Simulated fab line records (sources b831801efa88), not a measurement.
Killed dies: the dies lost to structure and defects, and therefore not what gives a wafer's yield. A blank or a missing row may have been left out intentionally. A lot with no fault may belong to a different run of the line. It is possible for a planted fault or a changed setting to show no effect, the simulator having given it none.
Which tool was responsible? || flow sky130 || 10 lots, 30 wafers sampled, at 2 steps of a route of 708

== WHAT THE GAUGES READ, wafer by wafer ==
SKY_VIA1_RS_MEAS_22: a four-point-probe measurement.
{"lot": "L603", "measured": "day 34 23:20", "on": "film_metro-02", "VIA1_W_RS (ohm/sq)": "0.430 0.428 0.411"}
{"lot": "L605", "measured": "day 35 10:25", "on": "film_metro-01", "VIA1_W_RS (ohm/sq)": "0.428 0.423 0.428"}
{"lot": "L604", "measured": "day 35 23:11", "on": "film_metro-02", "VIA1_W_RS (ohm/sq)": "0.427 0.429 0.422"}
{"lot": "L606", "measured": "day 36 11:52", "on": "film_metro-02", "VIA1_W_RS (ohm/sq)": "0.426 0.431 0.436"}
{"lot": "L608", "measured": "day 37 04:52", "on": "film_metro-04", "VIA1_W_RS (ohm/sq)": "0.426 0.425 0.423"}
{"lot": "L615", "measured": "day 38 13:53", "on": "film_metro-04", "VIA1_W_RS (ohm/sq)": "0.692 0.435 0.433"}
{"lot": "L614", "measured": "day 38 18:15", "on": "film_metro-01", "VIA1_W_RS (ohm/sq)": "0.655 0.695 0.412"}
{"lot": "L620", "measured": "day 39 23:11", "on": "film_metro-02", "VIA1_W_RS (ohm/sq)": "0.432 0.428 0.435"}
{"lot": "L621", "measured": "day 40 05:50", "on": "film_metro-01", "VIA1_W_RS (ohm/sq)": "0.430 0.430 0.428"}
{"lot": "L623", "measured": "day 41 08:48", "on": "film_metro-02", "VIA1_W_RS (ohm/sq)": "0.428 0.414 0.416"}

== EACH LOT AND THE TOOL THAT RAN IT (in order: tool; ch and the chambers of the sampled wafers; start) ==
{"lot": "L603", "SKY_VIA1_CVD_21": "cvd_w-02 ch 0,1, day 34 23:14"}
{"lot": "L605", "SKY_VIA1_CVD_21": "cvd_w-01 ch 0, day 35 10:18"}
{"lot": "L604", "SKY_VIA1_CVD_21": "cvd_w-01 ch 0,1, day 35 23:05"}
{"lot": "L606", "SKY_VIA1_CVD_21": "cvd_w-02 ch 0, day 36 11:45"}
{"lot": "L608", "SKY_VIA1_CVD_21": "cvd_w-01 ch 0,1, day 37 04:47"}
{"lot": "L615", "SKY_VIA1_CVD_21": "cvd_w-02 ch 0,1, day 38 13:47"}
{"lot": "L614", "SKY_VIA1_CVD_21": "cvd_w-02 ch 0,1, day 38 18:10"}
{"lot": "L620", "SKY_VIA1_CVD_21": "cvd_w-01 ch 0,1, day 39 23:05"}
{"lot": "L621", "SKY_VIA1_CVD_21": "cvd_w-01 ch 0, day 40 05:43"}
{"lot": "L623", "SKY_VIA1_CVD_21": "cvd_w-02 ch 0,1, day 41 08:41"}
- SKY_VIA1_CVD_21: deposits W, target thk 270 nm, time 80.902 s.

== THE ANSWER, worked out from the rows above alone ==
Rule: what is usual is taken from the lots themselves. The widest of any qualifying gaps counts: lots, ordered by their means at a reading, are off when they make up no more than a third of the lots, leave a main group of 4 or more, and stand apart from it by 3 or more times the standard deviation of that group's means. If all means in a main group match to the digits the tables above print for the reading, that group is not used. A lot without any number at a reading at which 4 lots or more have one is off too. Where the step has rows for the other lots, those lots are counted as sound.
Off: L615, L614, at SKY_VIA1_RS_MEAS_22 (VIA1_W_RS). The main group: mean 0.426 ohm/sq, standard deviation 0.0039.
If a tool, at a process step before that reading, ran all the lots that are off and no sound lot after the first of them, it fits. Gauges at SKY_VIA1_RS_MEAS_22: tried the same way as those tools. Not one of the candidates tried fits.

== WHAT HAD BEEN PUT IN BY THE SIMULATOR ==
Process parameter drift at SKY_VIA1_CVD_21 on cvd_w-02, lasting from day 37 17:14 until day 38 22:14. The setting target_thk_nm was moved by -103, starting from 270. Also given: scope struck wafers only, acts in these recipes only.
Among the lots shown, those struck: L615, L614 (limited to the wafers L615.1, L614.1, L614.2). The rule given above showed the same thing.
